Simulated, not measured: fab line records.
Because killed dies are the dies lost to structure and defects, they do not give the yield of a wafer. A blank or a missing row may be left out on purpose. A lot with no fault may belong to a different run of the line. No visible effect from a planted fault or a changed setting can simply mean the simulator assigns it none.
Which of the tools did it? -- flow gf180mcu -- 12 lots with 36 wafers sampled at 5 steps, on a route of 602 steps

WHAT EACH GAUGE READ, for each wafer
GF_NWELL_OVL_MEAS_07. Usual: for NWELL_OVL the level is -1.5 nm and the standard deviation is 1.4.
lot,measured,on,NWELL_OVL (nm),flag
L671,day 3 10:08,overlay-02,-1.1 -1.9 -3.4,
L672,day 3 15:44,overlay-01,-1.3 0.9 -1.2,
L675,day 4 07:35,overlay-02,-2.5 -2.7 -2.8,
L677,day 4 17:13,overlay-02,-1.6 -1.3 -2.2,
L680,day 5 08:14,overlay-02,-3.4 -2.0 -0.3,
L684,day 6 06:17,overlay-02,-1.7 -3.6 -3.9,
L685,day 6 12:59,overlay-01,-3.0 -1.6 -3.3,
L686,day 6 16:59,overlay-01,-3.4 -2.0 -1.6,
L687,day 7 01:25,overlay-01,-1.2 -0.1 -0.6,
L690,day 7 23:41,overlay-02,0.3 -0.3 0.7,
L691,day 8 02:01,overlay-01,-1.2 -0.7 -2.4,
L693,day 8 15:53,overlay-02,1.1 -1.8 -0.5,

GF_VT_IMPLANT_TW_MEAS_21. Usual: for VT_IMPLANT_2_TW the level is 1215 and the standard deviation is 8.8.
lot,measured,on,VT_IMPLANT_2_TW,flag
L671,day 6 07:58,film-metro-01,1218 1217 1221,
L672,day 6 13:03,film-metro-01,1209 1215 1220,
L675,day 7 06:05,film-metro-02,1200 1202 1203,
L677,day 7 17:55,film-metro-02,1210 1204 1209,
L680,day 8 12:41,film-metro-04,1234 1228 1220,
L684,day 9 15:43,film-metro-02,1203 1208 1211,
L685,day 9 23:49,film-metro-02,1206 1205 1209,
L686,day 10 06:23,film-metro-02,1205 1205 1208,
L687,day 10 16:27,film-metro-04,1218 1211 1213,
L690,day 11 18:02,film-metro-02,1202 1209 1200,
L691,day 11 21:01,film-metro-04,1229 1226 1224,
L693,day 12 12:35,film-metro-01,1216 1218 1219,

GF_VT_IMPLANT_OVL_MEAS_29. Usual: for VT_IMPLANT_02_OVL the level is -0.6 nm and the standard deviation is 1.3.
lot,measured,on,VT_IMPLANT_02_OVL (nm),flag
L671,day 6 22:38,overlay-01,-1.7 0.4 -1.3,
L672,day 7 03:35,overlay-01,-0.9 -1.7 -1.4,
L675,day 7 22:35,overlay-02,-0.1 -2.1 -0.7,
L677,day 8 10:02,overlay-02,-2.3 -2.2 -2.7,
L680,day 9 05:44,overlay-02,- - -,OFF
L684,day 10 09:37,overlay-01,-0.5 -1.8 -2.2,
L685,day 10 18:29,overlay-01,1.5 2.3 2.0,
L686,day 11 00:29,overlay-02,-0.9 -1.6 -0.3,
L687,day 11 11:01,overlay-02,-2.4 -1.7 -1.5,
L690,day 12 12:26,overlay-01,-0.4 -1.7 -0.5,
L691,day 12 16:02,overlay-02,-0.4 -1.0 0.2,
L693,day 13 07:26,overlay-02,-1.0 -0.1 0.9,

GF_VT_IMPLANT_TW_MEAS_32. Usual: for VT_IMPLANT_3_TW the level is 268.9 and the standard deviation is 1.7.
lot,measured,on,VT_IMPLANT_3_TW,flag
L671,day 6 22:57,film-metro-04,269.1 268.4 269.7,
L672,day 7 03:53,film-metro-04,270.7 270.7 271.7,
L675,day 7 22:52,film-metro-04,270.4 271.0 269.6,
L677,day 8 10:19,film-metro-01,266.6 268.3 267.3,
L680,day 9 06:02,film-metro-04,30.2 30.2 30.1 30.2 30.1 30.0,OFF
L684,day 10 09:53,film-metro-02,268.0 267.0 267.0,
L685,day 10 18:46,film-metro-04,269.5 268.8 269.4,
L686,day 11 00:47,film-metro-04,270.8 271.6 271.1,
L687,day 11 11:27,film-metro-02,265.3 264.0 266.2,
L690,day 12 12:44,film-metro-01,269.9 267.7 267.5,
L691,day 12 16:20,film-metro-04,270.1 270.1 269.6,
L693,day 13 07:44,film-metro-01,268.1 268.0 268.7,

WHAT TOOL EACH LOT RAN ON (gives the tool, then ch and the chambers of the sampled wafers, and finally the start)
lot,GF_VT_IMPLANT_EXPOSE_26
L671,"iline-stepper-02 ch 0, day 6 15:16"
L672,"iline-stepper-01 ch 0, day 6 20:36"
L675,"iline-stepper-02 ch 0, day 7 14:46"
L677,"iline-stepper-02 ch 0, day 8 01:40"
L680,"iline-stepper-02 ch 0, day 8 21:00"
L684,"iline-stepper-01 ch 0, day 10 00:29"
L685,"iline-stepper-02 ch 0, day 10 09:04"
L686,"iline-stepper-02 ch 0, day 10 15:49"
L687,"iline-stepper-02 ch 0, day 11 01:32"
L690,"iline-stepper-02 ch 0, day 12 03:29"
L691,"iline-stepper-02 ch 0, day 12 06:12"
L693,"iline-stepper-02 ch 0, day 12 21:59"
- GF_VT_IMPLANT_EXPOSE_26: exposes mask LVPWELL HV AREA, target cd 860 nm.

AS READ BY THE TOOLS THEMSELVES (means over the sampled wafers that have a number; for cases with no such wafer, the mark the record gives instead)
The record holds no such reading with a usual standard deviation.

THE ANSWER, worked out from the rows above alone
Rule: a lot counts as off when the mean over its wafers that have a number is more than 3 standard deviations away from the usual mean. A lot without any number at a reading at which 4 lots or more have one is off too. All remaining lots with rows at the step are treated as sound. After the gauges, taken in route order, come the tools' own readings; for these a lot's mean is taken, as printed above. At the first step where some lot is off, the reading lying furthest off is the one used; lots without a number count as furthest.
Off: L680, seen at GF_VT_IMPLANT_OVL_MEAS_29 (VT_IMPLANT_02_OVL). Without a number there: L680.
A tool fits if, at a process step before that reading, it ran every lot that is off, and no sound lot after the first of them. The gauges at GF_VT_IMPLANT_OVL_MEAS_29 aren't tried: what is off there is off at GF_VT_IMPLANT_TW_MEAS_32 too, on other tools, and a gauge's error can't cause that. Of those tried, none fits.

WHAT HAD BEEN PUT IN BY THE SIMULATOR
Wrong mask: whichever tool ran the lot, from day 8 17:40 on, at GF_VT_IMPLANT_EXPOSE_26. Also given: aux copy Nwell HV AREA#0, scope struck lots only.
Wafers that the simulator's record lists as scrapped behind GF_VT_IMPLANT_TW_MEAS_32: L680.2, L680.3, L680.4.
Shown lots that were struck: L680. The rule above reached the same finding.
